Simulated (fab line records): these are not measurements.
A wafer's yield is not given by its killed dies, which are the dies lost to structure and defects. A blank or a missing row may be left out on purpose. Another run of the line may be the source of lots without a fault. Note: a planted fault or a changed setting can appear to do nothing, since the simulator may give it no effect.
fab line records	flow sky130
[record] lots = 13	wafers = 39	last-day = 50
route steps=708 shown RES_XHIGH@340 VIA4@658 METAL5@675 PAD_OPEN@707
lots with no fault: from the same line, run without faults
start-h: start of the lot's first displayed wafer, in hours after the record's first day	wait-h: hours from the lot's prior step to this one	" unchanged from the row above	L1.1+2: one row covering several wafers at once	- no value present, or no start provided	* or withheld: withheld	< > ~ a bound
route shown NAME@n: names a module that has steps shown in the file, with the first one's number in the route	usual: average and standard deviation across the fault-free wafers	same: alike in all rows	chamber/n: place in a boat	sites: the reading at each site	_std_site: the values' standard deviation	_edge_site: inner sites' mean taken away from outer sites' mean	radius-mm: for every site, how far away it sits from the centre of the wafer	mask NAME#n: copy n	behind: tool/chamber where the wafer was last shaped	hold: reason for holding the lot/hours on hold/outcome of the hold	device: transistor that didn't switch, given as n, p or np	end of line: tests run on the same wafers once the route is complete	a step without rows: its recipe alone	killed: at the first sort, the dies lost to defects and structure; wafer yield is something else	map: a wafer's dies, marking killed ones x, the rest . and places with no die _
set.NAME: setting as actually run; set.NAME@STEP: the setting as run at that earlier step	model.NAME: the simulator's own value behind a step, which no gauge read
the route's steps for a sample of lots (tables are steps, rows are wafers)
services: from which hour (start-h, from the record's first day; less than 0 if before it) a tool's chamber was out of use, for how many hours, and why
[[steps]]
[step SKY_RES_XHIGH_STRIP_08]
[recipe] chemistry = O2/N2	power-w = 1400	pressure-mtorr = 1500	platen-temp-c = withheld	o2-flow-sccm = 3000	n2-flow-sccm = 300	overash-fraction = 0.5
[usual] drypump-motor-current-A = 6.0/0.38	oes-product-au = 0.711/0.0049	strip-time-to-endpoint-s = 14.15/0.043
lot.wafer	tool	chamber	start-h	wait-h	drypump-motor-current-A	oes-product-au	rf-hours-counter-h	strip-time-to-endpoint-s
L730.4	plasma-asher-01	1	622.56	0.1	6.2	0.711	-	14.08
L730.5	"	0	"	"	5.5	0.707	-	14.16
L730.6	"	1	"	"	6.2	0.713	-	14.12
L731.1	plasma-asher-03	0	640.76	0.1	6.5	0.704	83	14.22
L731.2	"	1	"	"	6.1	0.707	83	14.17
L731.6	"	0	"	"	6.5	0.714	-	14.15
L732.1	plasma-asher-04	0	652.13	0.1	6.0	0.711	97	14.11
L732.4	"	0	"	"	6.0	0.709	-	14.10
L732.6	"	0	"	"	6.0	0.708	-	14.10
L733.4	plasma-asher-03	1	656.26	0.1	6.1	0.710	-	14.20
L733.5	"	0	"	"	6.5	0.714	-	14.20
L733.6	"	1	"	"	6.1	0.707	-	14.18
L734.2	plasma-asher-03	1	657.26	0.1	6.1	0.713	85	14.12
L734.5	"	0	"	"	6.5	0.714	-	14.10
L734.6	"	1	"	"	6.0	0.710	-	14.07
L735.2	plasma-asher-03	0	678.31	0.1	6.5	0.710	87	14.22
L735.4	"	1	"	"	6.1	0.717	-	14.17
L735.6	"	0	"	"	6.5	0.708	-	14.21
L736.2	plasma-asher-01	1	697.08	0.1	6.2	0.708	56	14.19
L736.4	"	0	"	"	5.5	0.710	-	14.14
L736.5	"	0	"	"	5.5	0.710	-	14.19
L737.3	plasma-asher-03	1	702.01	0.1	6.1	0.707	-	14.14
L737.5	"	0	"	"	6.5	0.704	-	14.18
L737.6	"	1	"	"	6.1	0.707	-	14.19
L739.2	plasma-asher-03	1	707.73	0.1	6.1	0.711	90	14.10
L739.3	"	0	"	"	6.5	0.710	-	14.09
L739.4	"	1	"	"	6.1	0.704	-	14.08
L741.2	plasma-asher-03	0	722.51	0.1	6.5	0.718	91	14.21
L741.3	"	0	"	"	6.5	0.719	-	14.22
L741.4	"	1	"	"	6.1	0.708	-	14.23
L744.1	plasma-asher-03	0	736.06	0.1	6.5	0.701	93	14.17
L744.4	"	1	"	"	6.1	0.705	-	14.11
L744.5	"	1	"	"	6.1	0.713	-	14.12
L745.3	plasma-asher-03	0	742.49	0.1	6.5	0.707	-	14.11
L745.4	"	1	"	"	6.1	0.713	-	14.12
L745.6	"	0	"	"	6.5	0.709	-	14.17
L753.1	plasma-asher-04	0	797.51	0.1	6.1	0.707	6	14.17
L753.4	"	1	"	"	5.4	0.707	-	14.12
L753.5	"	1	"	"	5.4	0.712	-	14.15
[step SKY_VIA4_RS_MEAS_19]
[recipe] thk-meas-gauge = four-point-probe	reads = W_of_VIA4_CVD_18+TiN_of_VIA4_SPUTTER_17
[usual] VIA4_W_RS = 0.2273/0.0029
lot.wafer	tool	chamber	start-h	wait-h	VIA4_W_RS[ohm/sq]
L730.4	film-metro-01	-	1011.60	0.1	0.2272
L730.5	"	-	"	"	0.2289
L730.6	"	-	"	"	0.2280
L731.1	film-metro-01	-	1022.07	0.1	0.2322
L731.2	"	-	"	"	0.2255
L731.6	"	-	"	"	0.2253
L732.1	film-metro-02	-	1034.31	0.1	0.2298
L732.4	"	-	"	"	0.2301
L732.6	"	-	"	"	0.2325
L733.4	film-metro-01	-	1036.92	0.1	0.2307
L733.5	"	-	"	"	0.2306
L733.6	"	-	"	"	0.2256
L734.2	film-metro-01	-	1037.50	0.1	0.2280
L734.5	"	-	"	"	0.2269
L734.6	"	-	"	"	0.2261
L735.2	film-metro-03	-	1050.42	0.1	0.2299
L735.4	"	-	"	"	0.2281
L735.6	"	-	"	"	0.2291
L736.2	film-metro-01	-	1065.67	0.1	0.2322
L736.4	"	-	"	"	0.2240
L736.5	"	-	"	"	0.2307
L737.3	film-metro-01	-	1070.11	0.1	0.2230
L737.5	"	-	"	"	0.2208
L737.6	"	-	"	"	0.2313
L739.2	film-metro-03	-	1076.14	0.1	0.2256
L739.3	"	-	"	"	0.2273
L739.4	"	-	"	"	0.2249
L741.2	film-metro-02	-	1088.64	0.1	0.2277
L741.3	"	-	"	"	0.2278
L741.4	"	-	"	"	0.2305
L744.1	film-metro-03	-	1094.82	0.1	0.2268
L744.4	"	-	"	"	0.2302
L744.5	"	-	"	"	0.2310
L745.3	film-metro-02	-	1103.89	0.1	0.2285
L745.4	"	-	"	"	0.2225
L745.6	"	-	"	"	0.2268
L753.1	film-metro-02	-	1143.17	0.1	0.2300
L753.4	"	-	"	"	0.2268
L753.5	"	-	"	"	0.2283
[step SKY_METAL5_DESCUM_14]
[recipe] chemistry = O2	source-power-w = 150	bias-power-w = 0	pressure-mtorr = 10	temp-c = 40	time-s = 11
[usual] drypump-motor-current-A = 5.52/0.26	oes-product-au = 0.999/0.012
lot.wafer	tool	chamber	start-h	wait-h	drypump-motor-current-A	oes-product-au	rf-hours-counter-h
L730.4	rie-metal-02	0	1034.47	0.1	5.71	1.003	-
L730.5	"	1	"	"	4.99	1.016	-
L730.6	"	0	"	"	5.70	0.995	-
L731.1	rie-metal-02	0	1044.81	0.1	5.72	0.991	5
L731.2	"	1	"	"	4.98	1.004	10
L731.6	"	0	"	"	5.73	0.997	-
L732.1	rie-metal-01	1	1056.51	0.1	5.49	0.987	13
L732.4	"	0	"	"	5.77	0.988	-
L732.6	"	1	"	"	5.47	1.000	-
L733.4	rie-metal-02	1	1059.37	0.1	4.98	1.010	-
L733.5	"	1	"	"	4.97	0.999	-
L733.6	"	0	"	"	5.71	0.994	-
L734.2	rie-metal-03	1	1060.01	0.1	5.66	0.989	15
L734.5	"	1	"	"	5.67	0.994	-
L734.6	"	0	"	"	5.63	1.005	-
L735.2	rie-metal-01	1	1072.41	0.1	5.50	0.993	14
L735.4	"	1	"	"	5.48	1.001	-
L735.6	"	0	"	"	5.76	0.991	-
L736.2	rie-metal-03	0	1087.31	0.1	5.65	1.003	1
L736.4	"	1	"	"	5.61	0.993	-
L736.5	"	1	"	"	5.63	0.988	-
L737.3	rie-metal-03	0	1090.67	0.1	5.64	1.014	-
L737.5	"	1	"	"	5.67	0.997	-
L737.6	"	0	"	"	5.65	1.004	-
L739.2	rie-metal-01	0	1097.76	0.1	5.75	0.980	22
L739.3	"	0	"	"	5.74	0.975	-
L739.4	"	1	"	"	5.47	1.003	-
L741.2	rie-metal-02	1	1109.86	0.1	4.97	1.017	14
L741.3	"	0	"	"	5.72	0.992	-
L741.4	"	1	"	"	4.98	1.012	-
L744.1	rie-metal-03	1	1116.01	0.1	5.65	0.992	20
L744.4	"	0	"	"	5.63	1.011	-
L744.5	"	1	"	"	5.68	0.982	-
L745.3	rie-metal-03	0	1124.34	0.1	5.63	0.997	-
L745.4	"	1	"	"	5.66	0.990	-
L745.6	"	1	"	"	5.64	0.985	-
L753.1	rie-metal-01	1	1162.01	0.1	5.47	1.008	23
L753.4	"	1	"	"	5.48	1.004	-
L753.5	"	1	"	"	5.47	1.009	-
[step SKY_PAD_OPEN_BOW_MEAS_13]
[recipe] mode = bow
[usual] PAD_OPEN_BOW = 47/9.6
lot.wafer	tool	chamber	start-h	wait-h	PAD_OPEN_BOW[um]
L730.4	film-metro-04	-	1081.87	-	37
L730.5	"	-	"	"	31
L730.6	"	-	"	"	55
L731.1	film-metro-02	-	1090.26	-	45
L731.2	"	-	"	"	44
L731.6	"	-	"	"	45
L732.1	film-metro-02	-	1103.06	-	32
L732.4	"	-	"	"	44
L732.6	"	-	"	"	36
L733.4	film-metro-04	-	1104.62	-	52
L733.5	"	-	"	"	50
L733.6	"	-	"	"	40
L734.2	film-metro-04	-	1106.08	-	59
L734.5	"	-	"	"	56
L734.6	"	-	"	"	55
L735.2	film-metro-04	-	1116.70	-	35
L735.4	"	-	"	"	39
L735.6	"	-	"	"	30
L736.2	film-metro-02	-	1130.73	-	59
L736.4	"	-	"	"	56
L736.5	"	-	"	"	59
L737.3	film-metro-04	-	1134.16	-	29
L737.5	"	-	"	"	34
L737.6	"	-	"	"	42
L739.2	film-metro-02	-	1141.01	-	51
L739.3	"	-	"	"	55
L739.4	"	-	"	"	45
L741.2	film-metro-03	-	1153.03	-	54
L741.3	"	-	"	"	42
L741.4	"	-	"	"	42
L744.1	film-metro-04	-	1157.86	-	39
L744.4	"	-	"	"	50
L744.5	"	-	"	"	50
L745.3	film-metro-03	-	1164.02	-	57
L745.4	"	-	"	"	47
L745.6	"	-	"	"	50
L753.1	film-metro-02	-	1197.78	-	48
L753.4	"	-	"	"	54
L753.5	"	-	"	"	41
[step SKY_PAD_OPEN_PROBE_99]
[usual] killed_at_M0_to_M3 = 44/6.8	killed_at_M4_up = 3.1/1.8	killed-at-contacts = 25/5.2	killed-at-front-end = 15/4.1	killed-at-other = 0.3/0.62	killed-dies = 88/9.4	killed-on-rim = 17/3.7	killed-open = 48/7.1	killed-short = 40/6.1
[same] gross-dies = 492	killed-at-back-side = 0
lot.wafer	tool	chamber	start-h	wait-h	killed_at_M0_to_M3	killed_at_M4_up	killed-at-contacts	killed-at-front-end	killed-at-other	killed-dies	killed-on-rim	killed-open	killed-short
L730.4	prober-02	-	1082.08	0.2	34	1	25	26	0	86	15	40	46
L730.5	prober-02	-	1082.13	0.2	27	1	30	19	0	77	19	42	35
L730.6	prober-02	-	1082.18	0.2	38	3	15	20	0	76	15	33	43
L731.1	prober-01	-	1090.38	0.1	36	2	28	11	1	78	18	38	40
L731.2	prober-01	-	1090.43	0.1	38	5	26	13	0	82	12	43	38
L731.6	prober-01	-	1090.63	0.2	49	2	24	11	0	86	14	55	31
L732.1	prober-02	-	1103.18	0.1	49	0	24	20	0	93	14	49	44
L732.4	prober-02	-	1103.33	0.2	49	2	31	16	1	99	22	61	38
L732.6	prober-02	-	1103.43	0.2	44	2	25	15	1	87	21	56	30
L733.4	prober-01	-	1104.83	0.2	48	4	23	9	0	84	17	47	37
L733.5	prober-01	-	1104.88	0.2	28	2	22	17	0	69	13	41	28
L733.6	prober-01	-	1104.93	0.2	39	5	25	14	0	83	19	43	40
L734.2	prober-02	-	1106.23	0.1	46	3	22	9	1	81	19	41	40
L734.5	prober-02	-	1106.38	0.2	39	4	26	9	0	78	20	36	42
L734.6	prober-02	-	1106.43	0.2	34	8	18	12	0	72	12	36	36
L735.2	prober-01	-	1116.85	0.1	40	6	26	17	1	90	19	43	47
L735.4	prober-01	-	1116.95	0.2	36	3	25	14	0	78	19	41	37
L735.6	prober-01	-	1117.05	0.2	42	3	27	13	0	85	21	44	41
L736.2	prober-02	-	1130.88	0.1	46	4	29	17	0	96	14	51	45
L736.4	prober-02	-	1130.98	0.2	53	3	25	11	1	93	17	57	36
L736.5	prober-02	-	1131.03	0.2	45	3	33	13	0	94	21	57	37
L737.3	prober-02	-	1134.34	0.2	39	1	30	12	0	82	15	46	36
L737.5	prober-02	-	1134.44	0.2	44	2	27	13	0	86	21	50	36
L737.6	prober-02	-	1134.49	0.2	58	4	32	16	0	110	24	72	38
L739.2	prober-01	-	1141.16	0.1	45	1	20	14	1	81	14	46	35
L739.3	prober-01	-	1141.21	0.2	55	3	27	14	0	99	20	49	50
L739.4	prober-01	-	1141.26	0.2	52	0	20	16	0	88	14	43	45
L741.2	prober-01	-	1153.18	0.1	42	6	20	16	0	84	15	41	43
L741.3	prober-01	-	1153.23	0.2	42	2	32	19	0	95	15	50	43
L741.4	prober-01	-	1153.28	0.2	43	4	22	13	0	82	17	45	37
L744.1	prober-02	-	1157.98	0.1	44	2	30	11	1	88	15	50	37
L744.4	prober-02	-	1158.13	0.2	38	2	17	10	50	117	27	37	30
L744.5	prober-02	-	1158.18	0.2	39	4	21	16	44	124	28	42	38
L745.3	prober-01	-	1164.20	0.2	39	2	15	19	0	75	15	43	30
L745.4	prober-01	-	1164.25	0.2	49	3	26	13	43	134	28	51	39
L745.6	prober-01	-	1164.35	0.2	54	7	25	24	0	110	20	57	53
L753.1	prober-02	-	1197.90	0.1	31	2	35	16	0	84	18	54	30
L753.4	prober-02	-	1198.05	0.2	47	4	32	15	0	98	23	53	45
L753.5	prober-02	-	1198.10	0.2	46	6	21	20	0	93	13	53	39
// killed by level:class
L730.4 VIA1:geometric-particle:open=8 POLY_GATE:geometric-particle:short=7 FIELD_ISO:geometric-particle:short=6 FIELD_ISO:geometric-particle:open=6 CONTACT:geometric-particle:open=6 METAL1:geometric-particle:short=6 CONTACT:geometric-particle:short=5 LOCAL_INTERCONNECT:geometric-particle:short=5
L730.5 LI_CONTACT:geometric-particle:open=10 CONTACT:geometric-particle:short=9 VIA1:geometric-particle:open=8 FIELD_ISO:geometric-particle:short=5 LI_CONTACT:geometric-particle:short=5 CONTACT:geometric-particle:open=5 METAL3:geometric-particle:short=5 FIELD_ISO:geometric-particle:open=4
L730.6 VIA1:geometric-particle:open=8 FIELD_ISO:geometric-particle:short=6 POLY_GATE:geometric-particle:short=6 METAL1:geometric-particle:short=6 CONTACT:geometric-particle:open=5 METAL2:geometric-particle:short=5 VIA2:geometric-particle:open=5 LI_CONTACT:geometric-particle:open=4
L731.1 CONTACT:geometric-particle:open=12 CONTACT:geometric-particle:short=6 VIA1:geometric-particle:open=6 METAL1:geometric-particle:short=5 LI_CONTACT:geometric-particle:open=5 LOCAL_INTERCONNECT:geometric-particle:short=4 VIA1:geometric-particle:short=4 METAL2:geometric-particle:short=4
L731.2 VIA2:geometric-particle:open=9 CONTACT:geometric-particle:open=7 LI_CONTACT:geometric-particle:open=6 VIA1:geometric-particle:open=6 CONTACT:geometric-particle:short=5 METAL1:geometric-particle:short=5 VIA3:geometric-particle:open=5 METAL4:geometric-particle:short=5
L731.6 VIA1:geometric-particle:open=14 CONTACT:geometric-particle:open=12 VIA2:geometric-particle:open=8 VIA3:geometric-particle:open=7 VIA1:geometric-particle:short=6 LI_CONTACT:geometric-particle:open=5 FIELD_ISO:geometric-particle:short=4 LI_CONTACT:geometric-particle:short=4
L732.1 POLY_GATE:geometric-particle:open=9 VIA1:geometric-particle:open=9 CONTACT:geometric-particle:open=9 METAL2:geometric-particle:short=9 LI_CONTACT:geometric-particle:open=6 METAL1:geometric-particle:short=6 CONTACT:geometric-particle:short=5 VIA1:geometric-particle:short=5
L732.4 VIA1:geometric-particle:open=14 CONTACT:geometric-particle:open=13 CONTACT:geometric-particle:short=7 VIA1:geometric-particle:short=7 LI_CONTACT:geometric-particle:open=6 METAL1:geometric-particle:short=6 VIA3:geometric-particle:open=6 VIA2:geometric-particle:open=6
L732.6 VIA1:geometric-particle:open=13 CONTACT:geometric-particle:open=9 LI_CONTACT:geometric-particle:open=8 METAL1:geometric-particle:short=6 VIA1:geometric-particle:short=6 VIA2:geometric-particle:open=6 FIELD_ISO:geometric-particle:open=5 POLY_GATE:geometric-particle:short=5
L733.4 VIA1:geometric-particle:open=13 CONTACT:geometric-particle:open=10 VIA1:geometric-particle:short=8 VIA2:geometric-particle:open=8 POLY_GATE:geometric-particle:open=5 METAL1:geometric-particle:short=5 LOCAL_INTERCONNECT:geometric-particle:short=4 CONTACT:geometric-particle:short=4
L733.5 CONTACT:geometric-particle:open=9 VIA1:geometric-particle:open=8 FIELD_ISO:geometric-particle:open=7 LI_CONTACT:geometric-particle:open=5 FIELD_ISO:geometric-particle:short=4 LOCAL_INTERCONNECT:geometric-particle:short=4 METAL2:geometric-particle:short=4 VIA3:geometric-particle:open=4
L733.6 VIA1:geometric-particle:open=9 METAL1:geometric-particle:short=8 LI_CONTACT:geometric-particle:open=7 CONTACT:geometric-particle:open=7 VIA2:geometric-particle:open=5 FIELD_ISO:geometric-particle:short=4 POLY_GATE:geometric-particle:open=4 LOCAL_INTERCONNECT:geometric-particle:short=4
L734.2 VIA1:geometric-particle:open=10 VIA3:geometric-particle:open=8 CONTACT:geometric-particle:open=7 METAL1:geometric-particle:short=7 METAL2:geometric-particle:short=7 LI_CONTACT:geometric-particle:open=5 POLY_GATE:geometric-particle:open=4 LOCAL_INTERCONNECT:geometric-particle:short=4
L734.5 VIA1:geometric-particle:open=11 LI_CONTACT:geometric-particle:open=9 METAL2:geometric-particle:short=9 VIA2:geometric-particle:open=6 LOCAL_INTERCONNECT:geometric-particle:short=6 CONTACT:geometric-particle:short=6 CONTACT:geometric-particle:open=3 METAL1:geometric-particle:short=3
L734.6 VIA1:geometric-particle:open=9 METAL4:geometric-particle:short=7 CONTACT:geometric-particle:open=6 VIA2:geometric-particle:open=6 LI_CONTACT:geometric-particle:open=5 VIA1:geometric-particle:short=5 FIELD_ISO:geometric-particle:short=4 LI_CONTACT:geometric-particle:short=4
L735.2 METAL1:geometric-particle:short=12 LI_CONTACT:geometric-particle:open=8 VIA1:geometric-particle:open=7 FIELD_ISO:geometric-particle:open=6 CONTACT:geometric-particle:open=6 VIA3:geometric-particle:open=5 LI_CONTACT:geometric-particle:short=4 CONTACT:geometric-particle:short=4
L735.4 LI_CONTACT:geometric-particle:open=13 VIA1:geometric-particle:open=7 FIELD_ISO:geometric-particle:open=6 VIA1:geometric-particle:short=6 FIELD_ISO:geometric-particle:short=5 VIA2:geometric-particle:open=5 METAL1:geometric-particle:short=4 LI_CONTACT:geometric-particle:short=3
L735.6 VIA1:geometric-particle:open=9 VIA1:geometric-particle:short=9 CONTACT:geometric-particle:open=8 LI_CONTACT:geometric-particle:open=7 FIELD_ISO:geometric-particle:short=6 CONTACT:geometric-particle:short=6 VIA2:geometric-particle:open=5 LOCAL_INTERCONNECT:geometric-particle:short=4
L736.2 VIA1:geometric-particle:open=10 CONTACT:geometric-particle:short=9 CONTACT:geometric-particle:open=7 FIELD_ISO:geometric-particle:open=6 LI_CONTACT:geometric-particle:short=6 METAL1:geometric-particle:short=6 METAL2:geometric-particle:short=6 VIA2:geometric-particle:open=5
L736.4 VIA1:geometric-particle:open=15 CONTACT:geometric-particle:open=12 LI_CONTACT:geometric-particle:open=8 VIA2:geometric-particle:open=8 VIA1:geometric-particle:short=6 METAL2:geometric-particle:short=6 VIA3:geometric-particle:open=5 FIELD_ISO:geometric-particle:short=4
L736.5 VIA1:geometric-particle:open=17 CONTACT:geometric-particle:open=12 LI_CONTACT:geometric-particle:open=9 LOCAL_INTERCONNECT:geometric-particle:short=6 VIA1:geometric-particle:short=6 POLY_GATE:geometric-particle:open=5 VIA2:geometric-particle:open=5 METAL2:geometric-particle:short=3
L737.3 VIA1:geometric-particle:open=10 CONTACT:geometric-particle:short=9 VIA2:geometric-particle:open=8 LOCAL_INTERCONNECT:geometric-particle:short=6 VIA3:geometric-particle:open=6 CONTACT:geometric-particle:open=5 LI_CONTACT:geometric-particle:open=4 METAL2:geometric-particle:short=4
L737.5 CONTACT:geometric-particle:open=9 LI_CONTACT:geometric-particle:open=8 VIA2:geometric-particle:open=8 VIA1:geometric-particle:open=7 VIA3:geometric-particle:short=6 VIA3:geometric-particle:open=6 METAL3:geometric-particle:short=4 CONTACT:geometric-particle:short=4
L737.6 VIA1:geometric-particle:open=19 VIA3:geometric-particle:open=14 LI_CONTACT:geometric-particle:open=9 CONTACT:geometric-particle:open=9 VIA2:geometric-particle:open=7 POLY_GATE:geometric-particle:open=6 LI_CONTACT:geometric-particle:short=5 CONTACT:geometric-particle:short=5
L739.2 CONTACT:geometric-particle:open=11 VIA3:geometric-particle:open=9 VIA1:geometric-particle:open=7 METAL1:geometric-particle:short=6 VIA1:geometric-particle:short=6 FIELD_ISO:geometric-particle:open=5 VIA2:geometric-particle:open=5 FIELD_ISO:geometric-particle:short=4
L739.3 VIA1:geometric-particle:open=15 METAL2:geometric-particle:short=9 CONTACT:geometric-particle:short=8 METAL1:geometric-particle:short=8 LI_CONTACT:geometric-particle:open=6 CONTACT:geometric-particle:open=6 VIA1:geometric-particle:short=6 VIA2:geometric-particle:open=5
L739.4 VIA2:geometric-particle:open=10 METAL1:geometric-particle:short=10 VIA1:geometric-particle:open=10 VIA1:geometric-particle:short=7 FIELD_ISO:geometric-particle:open=6 CONTACT:geometric-particle:open=6 METAL2:geometric-particle:short=5 POLY_GATE:geometric-particle:short=4
L741.2 VIA1:geometric-particle:open=11 METAL1:geometric-particle:short=8 FIELD_ISO:geometric-particle:open=7 CONTACT:geometric-particle:open=6 METAL4:geometric-particle:short=5 VIA2:geometric-particle:open=5 FIELD_ISO:geometric-particle:short=4 LI_CONTACT:geometric-particle:short=4
L741.3 VIA1:geometric-particle:open=15 LI_CONTACT:geometric-particle:open=10 CONTACT:geometric-particle:open=8 VIA1:geometric-particle:short=7 POLY_GATE:geometric-particle:short=6 LOCAL_INTERCONNECT:geometric-particle:short=6 CONTACT:geometric-particle:short=5 FIELD_ISO:geometric-particle:open=4
L741.4 CONTACT:geometric-particle:open=12 VIA1:geometric-particle:open=12 VIA2:geometric-particle:open=8 FIELD_ISO:geometric-particle:short=4 VIA2:geometric-particle:short=4 LOCAL_INTERCONNECT:geometric-particle:short=4 METAL1:geometric-particle:short=4 VIA1:geometric-particle:short=4
L744.1 LI_CONTACT:geometric-particle:open=12 VIA1:geometric-particle:open=9 CONTACT:geometric-particle:open=8 METAL1:geometric-particle:short=8 CONTACT:geometric-particle:short=6 VIA3:geometric-particle:open=6 VIA2:geometric-particle:short=5 VIA2:geometric-particle:open=5
L744.4 RES_XHIGH:unspecified=50 VIA3:geometric-particle:open=8 VIA1:geometric-particle:open=7 LOCAL_INTERCONNECT:geometric-particle:short=6 VIA2:geometric-particle:open=6 CONTACT:geometric-particle:open=5 METAL1:geometric-particle:short=5 FIELD_ISO:geometric-particle:open=4
L744.5 RES_XHIGH:unspecified=43 CONTACT:geometric-particle:open=9 VIA1:geometric-particle:open=9 METAL2:geometric-particle:short=8 POLY_GATE:geometric-particle:short=7 LI_CONTACT:geometric-particle:open=6 VIA3:geometric-particle:open=6 POLY_GATE:geometric-particle:open=4
L745.3 VIA1:geometric-particle:open=13 VIA2:geometric-particle:open=7 POLY_GATE:geometric-particle:open=6 VIA1:geometric-particle:short=5 VIA3:geometric-particle:open=5 FIELD_ISO:geometric-particle:open=4 POLY_GATE:geometric-particle:short=3 LI_CONTACT:geometric-particle:short=3
L745.4 RES_XHIGH:unspecified=43 VIA1:geometric-particle:open=11 LI_CONTACT:geometric-particle:open=9 CONTACT:geometric-particle:open=9 VIA3:geometric-particle:open=8 VIA2:geometric-particle:open=7 METAL1:geometric-particle:short=5 VIA2:geometric-particle:short=5
L745.6 VIA1:geometric-particle:open=14 METAL2:geometric-particle:short=11 POLY_GATE:geometric-particle:open=8 CONTACT:geometric-particle:open=8 LI_CONTACT:geometric-particle:open=7 FIELD_ISO:geometric-particle:short=6 FIELD_ISO:geometric-particle:open=6 CONTACT:geometric-particle:short=6
L753.1 CONTACT:geometric-particle:open=13 LI_CONTACT:geometric-particle:open=12 VIA1:geometric-particle:open=11 POLY_GATE:geometric-particle:short=5 CONTACT:geometric-particle:short=5 VIA2:geometric-particle:open=5 LOCAL_INTERCONNECT:geometric-particle:short=3 POLY_GATE:geometric-particle:open=3
L753.4 CONTACT:geometric-particle:open=16 VIA1:geometric-particle:open=15 CONTACT:geometric-particle:short=8 METAL1:geometric-particle:short=7 POLY_GATE:geometric-particle:short=5 VIA2:geometric-particle:open=5 VIA1:geometric-particle:short=5 VIA2:geometric-particle:short=5
L753.5 CONTACT:geometric-particle:open=10 VIA1:geometric-particle:open=10 VIA3:geometric-particle:open=9 POLY_GATE:geometric-particle:short=7 LI_CONTACT:geometric-particle:open=7 METAL1:geometric-particle:short=7 FIELD_ISO:geometric-particle:short=5 METAL3:geometric-particle:short=4
[[services]]
tool	chamber	start-h	hours	kind
rie-metal-02	-	626.99	0.2	repair
rie-metal-03	0	660.02	4.8	repair
rie-metal-02	-	681.18	0.3	repair
rie-metal-03	0	705.28	21.9	repair
rie-metal-03	1	723.51	7.7	repair
rie-metal-01	-	724.39	14.6	pm
plasma-asher-04	-	733.75	9.0	pm
rie-metal-02	-	736.54	2.0	repair
plasma-asher-01	-	752.02	2.7	repair
plasma-asher-03	-	759.75	3.0	repair
plasma-asher-03	-	786.92	8.3	repair
rie-metal-03	-	824.85	1.8	repair
rie-metal-02	-	833.35	2.8	pm
rie-metal-01	-	833.67	0.2	repair
rie-metal-01	-	838.06	1.0	repair
rie-metal-02	-	842.60	10.0	pm
plasma-asher-01	-	843.51	2.8	pm
plasma-asher-01	-	846.91	6.3	repair
rie-metal-01	-	857.63	1.4	pm
rie-metal-01	0	930.71	13.0	repair
plasma-asher-01	-	1014.15	10.4	repair
rie-metal-03	0	1039.34	3.6	repair
plasma-asher-03	-	1055.31	9.0	pm
plasma-asher-03	-	1116.83	8.7	repair
[[key]]
[first-sign] step = SKY_PAD_OPEN_PROBE_99	reading = killed-at-other	direction = up	sigmas = 45	usual = 0.3	struck = 45.7
[effect] step = SKY_PAD_OPEN_PROBE_99	reading = killed-dies	direction = up	sigmas = 4	usual = 88	struck = 125
met-at SKY_RES_XHIGH_STRIP_08
struck-lots L744,L745
struck-wafers L744.4,L744.5,L745.4
tester-left-out L744,L745
not-acting-at SKY_VIA4_RS_MEAS_19,SKY_METAL5_DESCUM_14,SKY_PAD_OPEN_BOW_MEAS_13
onset-between 722.51 736.06
[fault] kind = chamber-particle-source	tool = plasma-asher-03	chamber = 1	onset-h = 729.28	steps = SKY_RES_XHIGH_STRIP_08	rate-per-visit-cm2 = 1.629	end-h = 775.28
// tester-left-out: of these lots the tester's yield and bins aren't shown, on N5 and GAA mostly nor the transistor test; their killed dies are dies lost to structure and defects alone, not to doping, threshold or leakage, so they don't give the yield
